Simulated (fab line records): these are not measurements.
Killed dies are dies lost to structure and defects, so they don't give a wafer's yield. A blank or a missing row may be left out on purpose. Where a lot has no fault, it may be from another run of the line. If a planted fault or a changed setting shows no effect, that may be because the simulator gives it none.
A struck lot beside a sound one | flow gf180mcu | 15 steps out of a route of 602
Sound: these wafers, L340.3, L340.4, L340.5. The struck wafers were L344.1, L344.2, L344.3. The cause comes at the end.
Per side, at each step with rows, come the tool, then ch with its chambers, and then its first start. Under that, the readings that differ: sound wafers | struck wafers | difference of the means | sigmas: that difference in standard deviations of wafers without a fault.
alike: words and numbers the same on both sides, and readings whose means are apart by under 2 such deviations; not compared: readings that were withheld, readings missing a value for some wafer, numbers with overlapping values and no deviation given by the record, and bounds like >300 which may hide the same value.
Wherever a step has rows on one side only, a row that says differs or no value, or a row with sigmas, the two part there. Numbers that have no deviation but don't overlap get no sigmas and don't part them. A reading missing from all wafers of one side parts the sides only when that side holds two or more wafers.

first, 3 steps without rows for these wafers: GF_M1_STRIP_18 (strips in post etch residue remover, time 1200 s); GF_M1_CLEAN_19 (cleans in DIW); GF_V1_CVD_00 (deposits SiO2, target thk 600 nm, time 100 s).
GF_V1_THK_MEAS_01:
  struck on film metro-01, day 21 16:10; sound on film metro-01, day 20 08:23
  alike: V1_CVD_00_THK
GF_V1_CVD_02: deposits SiO2 from TEOS, target thk 850 nm, time 94.851 s.
  sound on pecvd-03 ch 0,2, day 20 08:26; struck on pecvd-04 ch 0,1,2, day 21 16:14
  alike: heater power w
GF_V1_THK_MEAS_03:
  struck on film metro-01, day 21 16:18; sound on film metro-02, day 20 08:31
  alike: V1_CVD_02_THK
GF_V1_CMP_04: polishes SiO2.
  sound on cmp-01 ch 1,3, day 20 08:34; struck on cmp-02 ch 0,1,2, day 21 16:25
  reading             | sound          | struck         | difference | sigmas
  motor current A (A) | 11.0 11.3 11.0 | 14.5 13.6 13.3 | +2.7       | +2
  alike: retaining ring pressure frac, time to endpoint s
GF_V1_BOW_MEAS_05:
  struck on film metro-02, day 21 16:40; sound on film metro-01, day 20 08:54
  alike: V1_BOW
then, 4 steps without rows for these wafers: GF_V1_DEHYDRATE_06 (time 60 s); GF_V1_HMDS_07 (prime time 60 s); GF_V1_COAT_08; GF_V1_COAT_09 (resist thk 1000 nm).
GF_V1_SOFTBAKE_10: time 60 s.
  sound on litho track-03 ch 0, day 20 21:00; struck on litho track-03 ch 0, day 22 04:00
  reading                  | sound             | struck            | difference | sigmas
  heater power total W (W) | 93.06 93.03 93.07 | 95.39 95.50 95.48 | +2.40      | +42
  run length s (s)         | 88.98 89.18 89.01 | 84.45 84.47 84.62 | -4.54      | -41
then, 1 step without rows for these wafers: GF_V1_EXPOSE_11 (exposes mask Via1, target cd 260 nm).
-- the record jumps here: 10 days lie between the struck wafers' starts before and after (it left off in module V1 and takes up again in module PASSIVATION, whose first step shown is number 602 of the route) --
GF_PASSIVATION_PROBE_99:
  record: rows for the struck wafers here (prober-02, day 32 13:04), none for the sound ones

WHERE THEY PART
Earliest at GF_V1_CMP_04; latest, in this record, at GF_PASSIVATION_PROBE_99.

WHY: what had been put in by the simulator
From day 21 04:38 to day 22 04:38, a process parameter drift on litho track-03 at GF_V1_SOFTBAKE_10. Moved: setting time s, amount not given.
